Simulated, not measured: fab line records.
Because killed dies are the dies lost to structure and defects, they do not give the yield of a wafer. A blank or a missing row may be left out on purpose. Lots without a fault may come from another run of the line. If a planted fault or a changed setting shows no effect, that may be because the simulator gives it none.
Check for tools in common ; flow gf180mcu ; 14 lots, 42 wafers sampled

REASON FOR OPENING
Of 14 lots, 2 have the reading DNWELL_TW flagged at GF_DNWELL_TW_MEAS_09. Fault-free wafers read 1364, with a standard deviation of 7.8.
Rule: a lot gets a flag if all its wafers with a number sit over 4 standard deviations from that mean, or if no wafer of it has a number. All remaining lots are regarded as sound.

lot;measured;on;DNWELL_TW, wafer by wafer;flag
L653;day 2 23:32;filmMetro-01;1380 1379 1376;
L654;day 3 08:04;filmMetro-01;1376 1381 1367;
L655;day 3 11:26;filmMetro-03;1367 1363 1366;
L656;day 3 17:41;filmMetro-01;1355 1359 1361;
L657;day 3 21:16;filmMetro-01;1364 1370 1362;
L658;day 4 01:35;filmMetro-01;1371 1374 1373;
L659;day 4 09:52;filmMetro-03;1367 1372 1368;
L660;day 4 13:37;filmMetro-03;1358 1349 1345;
L663;day 5 04:41;filmMetro-03;1361 1360 1351;
L664;day 5 13:25;filmMetro-01;1355 1353 1361;
L666;day 5 22:07;filmMetro-01;1362 1358 1367;
L667;day 6 03:32;filmMetro-01;1327 1316 1329;FLAGGED
L668;day 6 09:43;filmMetro-03;1366 1358 1356;
L669;day 6 13:57;filmMetro-01;1318 1311 1313;FLAGGED
The numbers of the flagged lots are 1319 on average: -45 against the usual, or -6 standard deviations.

EACH LOT AND THE TOOL IT RAN ON
The record holds 1 process step before the reading, out of a route of 602 steps. Every cell lists first the tool, next ch and the chambers used by the sampled wafers, and last the start.
lot;flag;GF_DNWELL_IMPLANT_07
L653;;implanter-04 ch 0, day 2 23:17
L654;;implanter-04 ch 0, day 3 07:50
L655;;implanter-04 ch 0, day 3 11:12
L656;;implanter-03 ch 0, day 3 17:26
L657;;implanter-03 ch 0, day 3 21:01
L658;;implanter-01 ch 0, day 4 01:20
L659;;implanter-03 ch 0, day 4 09:38
L660;;implanter-04 ch 0, day 4 13:23
L663;;implanter-03 ch 0, day 5 04:26
L664;;implanter-01 ch 0, day 5 13:10
L666;;implanter-01 ch 0, day 5 21:52
L667;FLAGGED;implanter-01 ch 0, day 6 03:20
L668;;implanter-04 ch 0, day 6 09:28
L669;FLAGGED;implanter-01 ch 0, day 6 13:44
What is done by these steps:
- GF_DNWELL_IMPLANT_07
- GF_DNWELL_TW_MEAS_09

FLAGGED OVER TOTAL, TOOL BY TOOL (the gauges that took the reading come last)
step;tool;lots run;flagged;share of the flagged lots;sound lots run after its first flagged lot
GF_DNWELL_IMPLANT_07;implanter-01;5;2;all;0
GF_DNWELL_IMPLANT_07;implanter-03;4;0;none;-
GF_DNWELL_IMPLANT_07;implanter-04;5;0;none;-
GF_DNWELL_TW_MEAS_09;filmMetro-01;9;2;all;0
GF_DNWELL_TW_MEAS_09;filmMetro-03;5;0;none;-

WHAT THE TABLE ALLOWS
Rows of the table that ran all the flagged lots, 2 in number: implanter-01 at GF_DNWELL_IMPLANT_07; filmMetro-01 at GF_DNWELL_TW_MEAS_09.
- implanter-01 at GF_DNWELL_IMPLANT_07 ran 5 lots, 2 of them flagged. Last sound lot L666 at day 5 21:52, first flagged lot L667 at day 6 03:20; a fault beginning in between fits. Its own readings (doseIonsCm2) fall more than 4 standard deviations out on all wafers of the flagged lots.
- filmMetro-01 at GF_DNWELL_TW_MEAS_09 ran 9 lots, 2 of them flagged. Last sound lot L666 at day 5 22:07, first flagged lot L667 at day 6 03:32; a fault beginning in between fits.
A lot count leaves these 2 tools indistinguishable: every one of them fits a fault beginning at some hour. More lots, or a look at what each step does to the wafer, might.

WHAT HAD BEEN PUT IN BY THE SIMULATOR
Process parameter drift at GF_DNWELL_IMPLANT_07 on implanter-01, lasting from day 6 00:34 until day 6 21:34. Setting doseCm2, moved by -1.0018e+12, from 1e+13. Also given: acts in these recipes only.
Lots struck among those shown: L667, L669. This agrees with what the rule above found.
